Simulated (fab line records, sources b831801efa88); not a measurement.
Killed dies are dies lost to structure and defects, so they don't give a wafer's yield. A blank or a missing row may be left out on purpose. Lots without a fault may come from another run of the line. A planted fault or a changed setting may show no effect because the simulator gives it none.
Chamber matching | flow sfq_line | SFQ_TRILAYER_L0_CAP_PECVD_011 on pecvd-02: 3 sister chambers
The step deposits SiO2 from SiH4/N2O, time 13.333 s, target thk 60 nm. 14 wafers are shown with their chamber, then 6 later ones without.

WAFERS WITH THEIR CHAMBER
wafer  | chamber | throttle_valve_pct (%) | heater_power_w (W)
L668.1 | 1       | 24.6                   | 71
L668.2 | 0       | 23.8                   | 103
L668.6 | 0       | 23.7                   | 100
L670.3 | 1       | 24.7                   | 76
L670.4 | 2       | 24.2                   | 80
L670.6 | 0       | 24.1                   | 110
L671.2 | 1       | 24.7                   | 75
L671.3 | 0       | 24.0                   | 110
L671.6 | 2       | 24.3                   | 85
L674.1 | 0       | 23.9                   | 105
L674.3 | 1       | 24.6                   | 85
L674.6 | 0       | 23.9                   | 104
L675.2 | 0       | 23.8                   | 110
L675.5 | 0       | 24.0                   | 110

SIGNATURES (means of the wafers above)
reading            | chamber 0 | chamber 1 | chamber 2 | scatter within a chamber
throttle_valve_pct | 23.900    | 24.650    | 24.250    | 0.111
heater_power_w     | 106.50    | 76.75     | 82.50     | 4.57
Rule: a wafer's distance from a chamber is the root of the sum, over the readings, of the square of ((its reading less the chamber's mean) divided by the reading's scatter). The wafer belongs to the nearest chamber; if the next one is less than 2 further off, it can't be placed. The scatter: the root of (the sum of the squares of (reading less its chamber's mean) over the shown wafers, divided by (wafers less chambers)).

WAFERS WITHOUT THEIR CHAMBER
wafer  | throttle_valve_pct (%) | heater_power_w (W)
L675.6 | 24.3                   | 89
L676.1 | 24.2                   | 75
L676.3 | 24.5                   | 85
L676.4 | 25.0                   | 87
L684.1 | 24.4                   | 86
L684.5 | 24.0                   | 104

WHICH CHAMBER EACH WENT THROUGH
wafer  | from the rows above     | in truth
L675.6 | 2                       | 2
L676.1 | 2                       | 2
L676.3 | can't be placed: 1 or 2 | 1
L676.4 | 1                       | 1
L684.1 | can't be placed: 2 or 1 | 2
L684.5 | 0                       | 0
Placed correctly: 4 of 6. Can't be placed from these rows: 2 (the true chamber is among the candidates in 2). Placed wrongly: 0.
